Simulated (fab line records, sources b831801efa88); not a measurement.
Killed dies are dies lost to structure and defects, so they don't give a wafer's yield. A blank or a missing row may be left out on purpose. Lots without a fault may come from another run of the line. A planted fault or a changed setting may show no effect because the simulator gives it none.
Which tool did it? | flow sky130 | 15 lots, 45 wafers sampled, at 1 step of a route of 708

WHAT THE GAUGES READ, wafer by wafer
SKY_CAP2M_THK_MEAS_01.
lot  | measured     | on            | CAP2M_CVD_00_THK (nm)
L652 | day 39 12:52 | film_metro-02 | 15.31 15.38 15.47
L653 | day 39 19:22 | film_metro-04 | 15.76 15.34 15.62
L654 | day 40 04:22 | film_metro-04 | 15.46 15.80 15.70
L657 | day 41 05:02 | film_metro-01 | 15.59 15.63 15.56
L659 | day 41 18:46 | film_metro-04 | 15.63 15.29 15.42
L660 | day 42 02:13 | film_metro-01 | 15.07 15.48 15.58
L661 | day 42 10:49 | film_metro-02 | 15.52 15.15 15.24
L662 | day 42 17:04 | film_metro-02 | 15.32 15.60 15.77
L664 | day 43 04:36 | film_metro-04 | 15.36 15.10 15.67
L665 | day 43 14:00 | film_metro-02 | 15.07 15.26 15.46
L666 | day 44 00:26 | film_metro-02 | 15.02 14.95 15.75
L667 | day 44 08:02 | film_metro-04 | 15.41 15.38 15.83
L670 | day 45 05:11 | film_metro-02 | 15.37 15.25 15.54
L675 | day 45 22:40 | film_metro-01 | 15.24 15.08 15.43
L674 | day 46 01:11 | film_metro-02 | 15.18 15.77 15.06

WHICH TOOL RAN EACH LOT (tool, then ch and the chambers of the sampled wafers, then the start)
The record holds no process step before these readings.

WHAT THE TOOLS THEMSELVES READ (means of the sampled wafers that have a number; where no wafer has one, the mark that the record gives instead)
The record holds no such reading with a usual standard deviation.

THE ANSWER, worked out from the rows above alone
Rule: what is usual is taken from the lots themselves. Put in order of their means at a reading, lots are off if they are a third of the lots or fewer, leave a main group of 4 or more, and stand apart from it by a gap of 3 or more times the standard deviation of the main group's means; of several such gaps the widest counts. A main group whose means are all the same, to the digits that the tables above print for the reading, isn't used. A lot without any number at a reading at which 4 lots or more have one is off too. The other lots that the step has rows for count as sound. The gauges are gone through in route order, then the tools' own readings, and for those a lot's mean is taken as printed above. The first step at which some lot is off is used, and at that step the reading that is off furthest; a lot without a number counts as furthest.
No lot is off at any reading shown: from this, nothing can be told.

WHAT THE SIMULATOR HAD PUT IN
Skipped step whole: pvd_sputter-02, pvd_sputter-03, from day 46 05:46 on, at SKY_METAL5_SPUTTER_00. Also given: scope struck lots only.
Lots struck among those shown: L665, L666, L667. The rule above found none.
